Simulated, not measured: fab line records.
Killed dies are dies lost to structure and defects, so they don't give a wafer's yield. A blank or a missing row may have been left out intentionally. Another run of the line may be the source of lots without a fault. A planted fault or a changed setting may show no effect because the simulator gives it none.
Which tool is to blame? + flow gf180mcu + Sampling: 12 lots, 36 wafers, 5 of 602 route steps

## WHAT THE GAUGES READ, wafer by wafer
GF_M4_CD_MEAS_14: target cd 280 nm. Usual: cd nm at 279.6 nm, with a standard deviation of 1.4.
| lot  | measured     | on        | cd nm (nm)        | flag |
|------|--------------|-----------|-------------------|------|
| L303 | day 23 20:23 | cd sem-01 | 276.5 276.9 278.2 |      |
| L304 | day 24 00:12 | cd sem-01 | 279.6 280.4 281.0 |      |
| L305 | day 24 16:36 | cd sem-01 | 280.4 280.8 279.7 |      |
| L307 | day 25 11:51 | cd sem-01 | 281.6 280.7 282.8 |      |
| L306 | day 25 13:17 | cd sem-02 | 278.0 279.5 278.1 |      |
| L308 | day 26 18:43 | cd sem-02 | 279.2 280.2 278.8 |      |
| L310 | day 26 22:58 | cd sem-01 | 277.6 277.0 276.7 |      |
| L311 | day 27 06:54 | cd sem-01 | 280.6 281.0 279.5 |      |
| L314 | day 27 22:28 | cd sem-02 | 278.7 279.4 279.0 |      |
| L315 | day 28 01:49 | cd sem-01 | 280.5 279.6 280.1 |      |
| L322 | day 29 15:09 | cd sem-02 | 280.7 280.8 280.8 |      |
| L323 | day 30 03:38 | cd sem-01 | 279.4 279.8 278.8 |      |

GF_V4_THK_MEAS_01. Usual: V4_CVD_00_THK 601 nm, standard deviation 6.3.
| lot  | measured     | on            | V4_CVD_00_THK (nm) | flag |
|------|--------------|---------------|--------------------|------|
| L303 | day 23 21:16 | film metro-03 | 591 606 600        |      |
| L304 | day 24 01:05 | film metro-02 | 605 603 606        |      |
| L305 | day 24 17:31 | film metro-04 | 604 604 606        |      |
| L307 | day 25 12:44 | film metro-04 | 604 595 601        |      |
| L306 | day 25 14:11 | film metro-02 | 603 603 604        |      |
| L308 | day 26 19:37 | film metro-04 | 599 596 599        |      |
| L310 | day 26 23:53 | film metro-04 | 602 602 601        |      |
| L311 | day 27 07:48 | film metro-03 | 592 601 600        |      |
| L314 | day 27 23:21 | film metro-02 | 607 603 609        |      |
| L315 | day 28 02:42 | film metro-04 | 608 598 595        |      |
| L322 | day 29 16:03 | film metro-04 | 305 603 609        | OFF  |
| L323 | day 30 04:31 | film metro-04 | 607 303 603        | OFF  |

## WHAT TOOL EACH LOT RAN ON (gives the tool, then ch and the chambers of the sampled wafers, and finally the start)
| lot  | GF_V3_ETCH_17                                 | GF_V3_CMP_26                  | GF_V4_CVD_00                     |
|------|-----------------------------------------------|-------------------------------|----------------------------------|
| L303 | rie diel-04 ch 1,2,3, day 22 20:15 or earlier | cmp-01 ch 1,2, day 22 20:15   | hdpcvd-02 ch 0,1,2, day 23 21:10 |
| L304 | rie diel-04 ch 2,3, day 23 00:52 or earlier   | cmp-01 ch 0,2, day 23 00:52   | hdpcvd-02 ch 0,2, day 24 01:01   |
| L305 | rie diel-03 ch 1,2,3, day 23 18:06 or earlier | cmp-02 ch 1,3, day 23 18:06   | hdpcvd-02 ch 0,1,2, day 24 17:27 |
| L307 | rie diel-04 ch 1,2,3, day 24 13:37 or earlier | cmp-01 ch 0,1,2, day 24 13:37 | hdpcvd-01 ch 0,1,2, day 25 12:40 |
| L306 | rie diel-01 ch 2,3, day 24 15:37 or earlier   | cmp-01 ch 2,3, day 24 15:37   | hdpcvd-02 ch 0,2, day 25 14:06   |
| L308 | rie diel-04 ch 0,2,3, day 25 21:04 or earlier | cmp-01 ch 1,2,3, day 25 21:04 | hdpcvd-02 ch 0,1,2, day 26 19:32 |
| L310 | rie diel-03 ch 0,1,3, day 26 01:43 or earlier | cmp-02 ch 1,2,3, day 26 01:43 | hdpcvd-02 ch 0,2, day 26 23:48   |
| L311 | rie diel-03 ch 1,2,3, day 26 09:20 or earlier | cmp-02 ch 1,2,3, day 26 09:20 | hdpcvd-01 ch 0,1,2, day 27 07:44 |
| L314 | rie diel-01 ch 2,3, day 27 02:46 or earlier   | cmp-01 ch 0,2, day 27 02:46   | hdpcvd-02 ch 0,2, day 27 23:16   |
| L315 | rie diel-01 ch 1,3, day 27 05:58 or earlier   | cmp-02 ch 1,3, day 27 05:58   | hdpcvd-02 ch 0,1,2, day 28 02:37 |
| L322 | rie diel-04 ch 1,2, day 28 19:46 or earlier   | cmp-02 ch 0,1,2, day 28 19:46 | hdpcvd-02 ch 0,1,2, day 29 15:58 |
| L323 | rie diel-04 ch 1,3, day 29 08:45 or earlier   | cmp-01 ch 0,1,3, day 29 08:45 | hdpcvd-02 ch 0,2, day 30 04:25   |
- GF_V3_ETCH_17: etches SiO2 in C4F8/O2/Ar, stops on TiN, target depth 635 nm.
- GF_V3_CMP_26: polishes, stops on SiO2, t overpolish 15 s, target thk 0 nm.
- GF_V4_CVD_00: deposits SiO2, target thk 600 nm, time 100 s.

## WHAT THE TOOLS THEMSELVES READ (means of the sampled wafers that have a number; where no wafer has one, the mark that the record gives instead)
GF_V3_ETCH_17. Usual: chamber pressure mTorr 39.99 mTorr, standard deviation 0.038; oes product au 0.855 a.u., standard deviation 0.0047.
| lot  | tool        | chamber pressure mTorr (mTorr) | oes product au (a.u.) | flag |
|------|-------------|--------------------------------|-----------------------|------|
| L303 | rie diel-04 | 39.98                          | 0.849                 |      |
| L304 | rie diel-04 | 39.97                          | 0.855                 |      |
| L305 | rie diel-03 | 39.98                          | 0.859                 |      |
| L307 | rie diel-04 | 39.97                          | 0.860                 |      |
| L306 | rie diel-01 | 39.99                          | 0.851                 |      |
| L308 | rie diel-04 | 39.98                          | 0.858                 |      |
| L310 | rie diel-03 | 40.00                          | 0.857                 |      |
| L311 | rie diel-03 | 40.04                          | 0.856                 |      |
| L314 | rie diel-01 | 39.93                          | 0.856                 |      |
| L315 | rie diel-01 | 39.99                          | 0.856                 |      |
| L322 | rie diel-04 | 40.00                          | 0.850                 |      |
| L323 | rie diel-04 | 40.01                          | 0.854                 |      |

GF_V3_CMP_26. Usual: motor current A 10.7 A, standard deviation 0.8; overpolish run s 15.000 s, standard deviation 0.0093; time to endpoint s 86 s, standard deviation 4.4.
| lot  | tool   | motor current A (A) | overpolish run s (s) | time to endpoint s (s) | flag |
|------|--------|---------------------|----------------------|------------------------|------|
| L303 | cmp-01 | 9.6                 | 15.008               | 89                     |      |
| L304 | cmp-01 | 10.5                | 15.000               | 82                     |      |
| L305 | cmp-02 | 10.8                | 15.008               | 87                     |      |
| L307 | cmp-01 | 10.2                | 15.004               | 87                     |      |
| L306 | cmp-01 | 11.2                | 15.000               | 86                     |      |
| L308 | cmp-01 | 11.0                | 15.003               | 88                     |      |
| L310 | cmp-02 | 11.0                | 15.001               | 89                     |      |
| L311 | cmp-02 | 11.0                | 15.008               | 90                     |      |
| L314 | cmp-01 | 10.9                | 15.002               | 79                     |      |
| L315 | cmp-02 | 10.4                | 14.993               | 86                     |      |
| L322 | cmp-02 | 11.0                | 14.985               | 88                     |      |
| L323 | cmp-01 | 10.6                | 14.999               | 88                     |      |

GF_V4_CVD_00. Usual: sih4 flow sccm at 60.00 sccm, with a standard deviation of 0.19.
| lot  | tool      | sih4 flow sccm (sccm) | flag |
|------|-----------|-----------------------|------|
| L303 | hdpcvd-02 | 59.97                 |      |
| L304 | hdpcvd-02 | 60.10                 |      |
| L305 | hdpcvd-02 | 60.06                 |      |
| L307 | hdpcvd-01 | 59.91                 |      |
| L306 | hdpcvd-02 | 59.91                 |      |
| L308 | hdpcvd-02 | 59.95                 |      |
| L310 | hdpcvd-02 | 60.26                 |      |
| L311 | hdpcvd-01 | 60.17                 |      |
| L314 | hdpcvd-02 | 60.00                 |      |
| L315 | hdpcvd-02 | 60.03                 |      |
| L322 | hdpcvd-02 | 50.08                 | OFF  |
| L323 | hdpcvd-02 | 50.15                 | OFF  |

## THE ANSWER, worked out from the rows above alone
Rule: a lot is off if the mean of its wafers that have a number lies more than 3 standard deviations from the usual mean. A lot without any number at a reading at which 4 lots or more have one is off too. Any other lot the step has rows for is counted as sound. After the gauges, taken in route order, come the tools' own readings; for these a lot's mean is taken, as printed above. At the first step where some lot is off, the reading lying furthest off is the one used; lots without a number count as furthest.
Off: L322, L323, seen at GF_V4_THK_MEAS_01 (V4_CVD_00_THK).
If a tool, at a process step before that reading, ran all the lots that are off and no sound lot after the first of them, it fits. The gauges at GF_V4_THK_MEAS_01 aren't tried: what is off there is off at GF_V4_CVD_00 too, on other tools, and a gauge's error can't cause that. With no start given for some of its lots, GF_V3_ETCH_17 uses the hours and lot order of GF_V3_CMP_26. 2 tools fit, rie diel-04 at GF_V3_ETCH_17 and hdpcvd-02 at GF_V4_CVD_00, so this cannot tell which one it is.

## WHAT THE SIMULATOR HAD INSERTED
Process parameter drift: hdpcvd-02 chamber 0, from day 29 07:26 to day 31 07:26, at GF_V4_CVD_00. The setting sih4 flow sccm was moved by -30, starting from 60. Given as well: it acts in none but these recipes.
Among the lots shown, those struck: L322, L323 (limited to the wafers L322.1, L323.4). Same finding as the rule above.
